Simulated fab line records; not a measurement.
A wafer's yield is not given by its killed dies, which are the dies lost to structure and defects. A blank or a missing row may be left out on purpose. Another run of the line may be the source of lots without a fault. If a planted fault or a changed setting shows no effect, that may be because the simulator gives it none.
Which of the tools did it?	flow sfq line	42 wafers from 14 lots sampled at 4 of the route's 325 steps

WHAT THE GAUGES SHOWED, per wafer
SFQ_I7_OVL_MEAS_947. Usual: I7_OVL typically reads -1 nm, with standard deviation 5.4.
lot	measured	on	I7_OVL (nm)	flag
L937	day 78 05:32	overlay-02	-6 -5 -6	
L939	day 78 18:31	overlay-02	-5 -3 -6	
L940	day 79 00:32	overlay-02	10 7 5	
L941	day 79 02:45	overlay-02	1 3 -1	
L942	day 79 08:31	overlay-01	-9 -2 3	
L944	day 81 07:19	overlay-02	-3 -1 -2	
L945	day 81 12:07	overlay-02	-7 -2 -5	
L946	day 81 13:26	overlay-02	-5 0 2	
L953	day 84 12:02	overlay-01	-15 -8 -9	
L955	day 84 17:12	overlay-01	0 2 2	
L956	day 86 12:21	overlay-01	-10 -10 -9	
L957	day 88 21:50	overlay-01	3 -1 0	
L958	day 88 23:02	overlay-02	1 4 -1	
L959	day 89 00:14	overlay-01	0 -6 1	

SFQ_M8_OVL_MEAS_948. Usual: M8_OVL typically reads -2 nm, with standard deviation 6.2.
lot	measured	on	M8_OVL (nm)	flag
L937	day 82 16:54	overlay-01	-2 1 -7	
L939	day 83 10:59	overlay-01	-9 -15 -11	
L940	day 83 14:36	overlay-01	-13 10 2	
L941	day 83 16:59	overlay-01	2 -5 -9	
L942	day 83 18:11	overlay-01	-1 2 7	
L944	day 85 11:03	overlay-01	-6 -4 -11	
L945	day 85 13:27	overlay-01	- - -	OFF
L946	day 85 15:50	overlay-01	- - -	OFF
L953	day 87 01:41	overlay-01	1 -7 -3	
L955	day 87 07:41	overlay-01	5 4 4	
L956	day 88 20:37	overlay-02	0 10 -4	
L957	day 89 07:25	overlay-01	-5 -1 -9	
L958	day 89 08:37	overlay-01	4 2 1	
L959	day 89 11:01	overlay-01	0 -4 -3	

WHAT TOOL EACH LOT RAN ON (gives the tool, then ch and the chambers of the sampled wafers, and finally the start)
lot	SFQ_TRILAYER_I6_METRO_MEASURE_167	SFQ_TRILAYER_M8_LITHO_EXPOSE_194
L937	film metro-02, day 67 19:59	krf scanner-02 ch 0, day 82 15:25
L939	film metro-01, day 68 06:28	krf scanner-01 ch 0, day 83 09:30
L940	film metro-02, day 68 09:52	krf scanner-01 ch 0, day 83 13:30
L941	film metro-04, day 68 13:01	krf scanner-01 ch 0, day 83 15:30
L942	film metro-01, day 68 21:25	krf scanner-01 ch 0, day 83 16:42
L944	film metro-04, day 71 08:22	krf scanner-01 ch 0, day 85 09:45
L945	film metro-01, day 71 10:11	krf scanner-01, day 85 12:09
L946	film metro-01, day 71 12:59	krf scanner-01, day 85 14:21
L953	film metro-04, day 79 10:18	krf scanner-01 ch 0, day 87 00:12
L955	film metro-01, day 79 16:18	krf scanner-01 ch 0, day 87 06:12
L956	film metro-04, day 80 06:33	krf scanner-01 ch 0, day 88 19:08
L957	film metro-04, day 80 09:44	krf scanner-01 ch 0, day 89 05:56
L958	film metro-01, day 80 19:09	krf scanner-01 ch 0, day 89 07:08
L959	film metro-04, day 80 21:10	krf scanner-01 ch 0, day 89 09:44
- SFQ_TRILAYER_I6_METRO_MEASURE_167
- SFQ_TRILAYER_M8_LITHO_EXPOSE_194: exposes mask M8, target cd 2000 nm.

AS READ BY THE TOOLS THEMSELVES (means over the sampled wafers that have a number; for cases with no such wafer, the mark the record gives instead)
SFQ_TRILAYER_I6_METRO_MEASURE_167. Usual: 200.0 nm for thk nm, sd 1.2.
lot	tool	thk nm (nm)	flag
L937	film metro-02	202.1	
L939	film metro-01	201.1	
L940	film metro-02	199.8	
L941	film metro-04	200.5	
L942	film metro-01	200.6	
L944	film metro-04	200.2	
L945	film metro-01	200.9	
L946	film metro-01	201.0	
L953	film metro-04	199.3	
L955	film metro-01	199.9	
L956	film metro-04	198.5	
L957	film metro-04	198.6	
L958	film metro-01	199.8	
L959	film metro-04	199.1	

SFQ_TRILAYER_M8_LITHO_EXPOSE_194. Usual: exposure dose mJ cm2 14.400, standard deviation 0.014; focus offset nm 0.0 nm, standard deviation 0.53; reticle temp C 22.99 C, standard deviation 0.11.
lot	tool	exposure dose mJ cm2	focus offset nm (nm)	reticle temp C (C)	flag
L937	krf scanner-02	14.401	0.2	23.08	
L939	krf scanner-01	14.404	0.1	22.93	
L940	krf scanner-01	14.405	-0.5	23.13	
L941	krf scanner-01	14.369	0.2	23.05	
L942	krf scanner-01	14.413	-0.6	22.97	
L944	krf scanner-01	14.423	-0.3	22.96	
L945	krf scanner-01	-	-	-	OFF
L946	krf scanner-01	-	-	-	OFF
L953	krf scanner-01	14.399	0.9	22.99	
L955	krf scanner-01	14.405	0.2	23.09	
L956	krf scanner-01	14.407	0.2	23.01	
L957	krf scanner-01	14.392	1.0	22.90	
L958	krf scanner-01	14.390	-0.5	22.96	
L959	krf scanner-01	14.402	0.2	23.02	

THE ANSWER, worked out from the rows above alone
Rule: lot off if the mean of its wafers having a number is beyond 3 standard deviations from the usual mean. Also off: a lot with no number at a reading for which 4 or more lots have one. All remaining lots with rows at the step are treated as sound. After the gauges, taken in route order, come the tools' own readings; for these a lot's mean is taken, as printed above. At the first step where some lot is off, the reading lying furthest off is the one used; lots without a number count as furthest.
Off: at SFQ_M8_OVL_MEAS_948 (M8_OVL), L945, L946. Without a number there: L945, L946.
A tool fits if, at a process step before that reading, it ran every lot that is off, and no sound lot after the first of them. The gauges at SFQ_M8_OVL_MEAS_948 aren't tried: what is off there is off at SFQ_TRILAYER_M8_LITHO_EXPOSE_194 too, on other tools, and a gauge's error can't cause that. Not one of the candidates tried fits.

WHAT WAS PUT IN BY THE SIMULATOR
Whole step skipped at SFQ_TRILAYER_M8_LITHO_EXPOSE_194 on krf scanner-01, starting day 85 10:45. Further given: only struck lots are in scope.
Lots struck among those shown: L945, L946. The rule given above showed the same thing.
